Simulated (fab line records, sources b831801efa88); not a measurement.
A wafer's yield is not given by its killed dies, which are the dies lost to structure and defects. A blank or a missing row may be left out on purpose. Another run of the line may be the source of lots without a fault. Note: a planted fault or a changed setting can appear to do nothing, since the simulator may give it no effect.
Problem report, 8D (eight disciplines) form, completed by code | flow gf180mcu | the parts of the form that need people (team, actions taken, sign-off) are left out

## 1. WHAT IS WRONG
At GF_DNWELL_IMPLANT_07, beam energy keV averages 1407.5 over 6 wafers from 2 lots, while fault-free wafers read 1500.2, standard deviation 0.43. So: -99 or more standard deviations from the usual mean.
First observed at day 5 11:20: wafer L481.1, on implanter-03. At this step, 42 wafers from 14 lots have a number in the record. By rule, "out" or "out of limits" means more than 4 standard deviations away from the usual mean. All remaining wafers that have a number are taken as sound.

## 2. WHAT IT IS; WHAT IT IS NOT
question                    | is                     | is not
which readings at this step | beam energy keV        | end station pressure torr
which lots                  | L481, L482             | L469, L470, L471, L472, L473, L480, L483, L484, L485, L486, L490, L492
which wafers of those lots  | all that have a number | -
read on which tools         | implanter-03           | implanter-02, implanter-04
when                        | from day 5 11:20       | up to then (18 sound wafers); but 18 sound wafers of L483, L484, L485, L486, L490, L492 came after

## 3. WHAT RULES OUT EACH SUSPECT
Counting: a tool at any process step up to the reading remains a suspect when it ran all the lots that are out and ran no sound lot after the first of those.
- implanter-03 at GF_DNWELL_IMPLANT_07: kept. It ran every lot that is out, first L481 (day 5 11:20), and no sound lot after that; its last sound lot up to then is L473 (day 3 14:32). Its own beam energy keV readings are out on those wafers.
After counting, what remains is implanter-03 at GF_DNWELL_IMPLANT_07.

## 4. THE CAUSE (what the simulator had put in)
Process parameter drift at GF_DNWELL_IMPLANT_07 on implanter-03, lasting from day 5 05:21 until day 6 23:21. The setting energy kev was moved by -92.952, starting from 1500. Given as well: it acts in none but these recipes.
Only this tool survived the counting.

## 5. SEQUENCE OF EFFECTS, ordered by route
One row per reading whose mean, taken over the struck wafers that have a number, lies over 3 standard deviations from the usual. Only readings whose record carries a usual standard deviation are examined. hours: median over the lots of the time between each lot's start at the first step of this table that gives one and its start at this step. sigmas: the change, counted in usual standard deviations.
hours | step                 | reading         | usual  | on struck wafers | change | sigmas
0     | GF_DNWELL_IMPLANT_07 | beam energy keV | 1500.2 | 1407.5           | -92.7  | -99 or more
The process steps in it:
- GF_DNWELL_IMPLANT_07

## 6. HOW IT WOULD HAVE BEEN CAUGHT EARLIER
6 hours passed between the start of the fault at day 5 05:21 and the first reading out of limits in this record, taken at day 5 11:20.
